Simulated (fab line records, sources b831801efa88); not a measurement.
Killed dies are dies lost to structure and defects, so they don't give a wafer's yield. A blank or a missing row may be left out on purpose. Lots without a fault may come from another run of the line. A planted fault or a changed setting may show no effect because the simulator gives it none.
Tool commonality check | flow gf180mcu | 12 lots, 42 wafers sampled

WHY IT WAS OPENED
At GF_VT_IMPLANT_RS_MEAS_46 the reading MVSD_RS is flagged on 2 of 12 lots. Wafers without a fault read 456.6 ohm/sq, standard deviation 1.
Rule: a lot is flagged when every wafer of it that has a number lies more than 4 standard deviations from that mean, or none has a number. The other lots count as sound.

lot  | measured     | on            | MVSD_RS (ohm/sq), wafer by wafer    | flag
L360 | day 8 08:02  | film_metro-03 | 455.7 457.2 457.3                   |
L361 | day 8 10:35  | film_metro-04 | 456.8 456.9 457.0                   |
L362 | day 8 17:56  | film_metro-04 | 457.1 457.4 457.3                   |
L364 | day 9 07:34  | film_metro-02 | 456.4 454.9 454.5                   |
L365 | day 9 13:09  | film_metro-04 | 456.7 456.9 456.0                   |
L369 | day 10 15:05 | film_metro-03 | 454.9 455.4 455.9                   |
L370 | day 10 21:18 | film_metro-03 | 458.0 456.3 457.0                   |
L372 | day 11 12:26 | film_metro-03 | 490.8 490.8 489.2 489.9 490.6 489.4 | FLAGGED
L373 | day 11 22:55 | film_metro-04 | 489.0 488.9 489.7 488.5 489.4 490.2 | FLAGGED
L374 | day 12 03:20 | film_metro-03 | 456.6 456.7 457.1                   |
L377 | day 12 23:24 | film_metro-03 | 456.9 456.6 458.7                   |
L381 | day 14 05:52 | film_metro-03 | 456.3 457.5 456.1                   |
The numbers of the flagged lots are 489.7 ohm/sq on average: +33.1 ohm/sq against the usual, or +33 standard deviations.

WHICH TOOL RAN EACH LOT
The record holds 1 process step before the reading, out of a route of 602 steps. In each cell: the tool, then ch and the chambers that the sampled wafers went through, then the start.
lot  | flag    | GF_MVSD_IMPLANT_09
L360 |         | implanter-01 ch 0, day 5 02:25
L361 |         | implanter-01 ch 0, day 5 04:07
L362 |         | implanter-03 ch 0, day 5 10:52
L364 |         | implanter-03 ch 0, day 5 21:03
L365 |         | implanter-04 ch 0, day 6 04:00
L369 |         | implanter-01 ch 0, day 7 02:20
L370 |         | implanter-01 ch 0, day 7 06:13
L372 | FLAGGED | implanter-01 ch 0, day 7 20:08
L373 | FLAGGED | implanter-01 ch 0, day 8 04:15
L374 |         | implanter-03 ch 0, day 8 08:14
L377 |         | implanter-04 ch 0, day 9 00:43
L381 |         | implanter-03 ch 0, day 10 02:37
What these steps do:
- GF_MVSD_IMPLANT_09
- GF_VT_IMPLANT_RS_MEAS_46: measures by four-point-probe.

FLAGGED OVER TOTAL, TOOL BY TOOL (the gauges that took the reading come last)
step                     | tool          | lots run | flagged | share of the flagged lots | sound lots run after its first flagged lot
GF_MVSD_IMPLANT_09       | implanter-01  | 6        | 2       | all                       | 0
GF_MVSD_IMPLANT_09       | implanter-03  | 4        | 0       | none                      | -
GF_MVSD_IMPLANT_09       | implanter-04  | 2        | 0       | none                      | -
GF_VT_IMPLANT_RS_MEAS_46 | film_metro-02 | 1        | 0       | none                      | -
GF_VT_IMPLANT_RS_MEAS_46 | film_metro-03 | 7        | 1       | some                      | 3 (L374,L377,L381)
GF_VT_IMPLANT_RS_MEAS_46 | film_metro-04 | 4        | 1       | some                      | 0

WHAT THE TABLE ALLOWS
1 row of the table ran every flagged lot: implanter-01 at GF_MVSD_IMPLANT_09.
- implanter-01 at GF_MVSD_IMPLANT_09: 2 of its 6 lots flagged. Its last sound lot is L370 (day 7 06:13), its first flagged lot L372 (day 7 20:08): a fault that began between those two fits. Its own readings lie more than 4 standard deviations out on every wafer of the flagged lots: dose_ions_cm2, faraday_current_uA.
One tool is left: implanter-01 at GF_MVSD_IMPLANT_09.

WHAT THE SIMULATOR HAD PUT IN
Process parameter drift: implanter-01, from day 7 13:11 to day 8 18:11, at GF_MVSD_IMPLANT_09. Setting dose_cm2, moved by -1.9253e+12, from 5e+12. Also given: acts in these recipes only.
Lots struck among those shown: L372, L373. The rule above found the same.
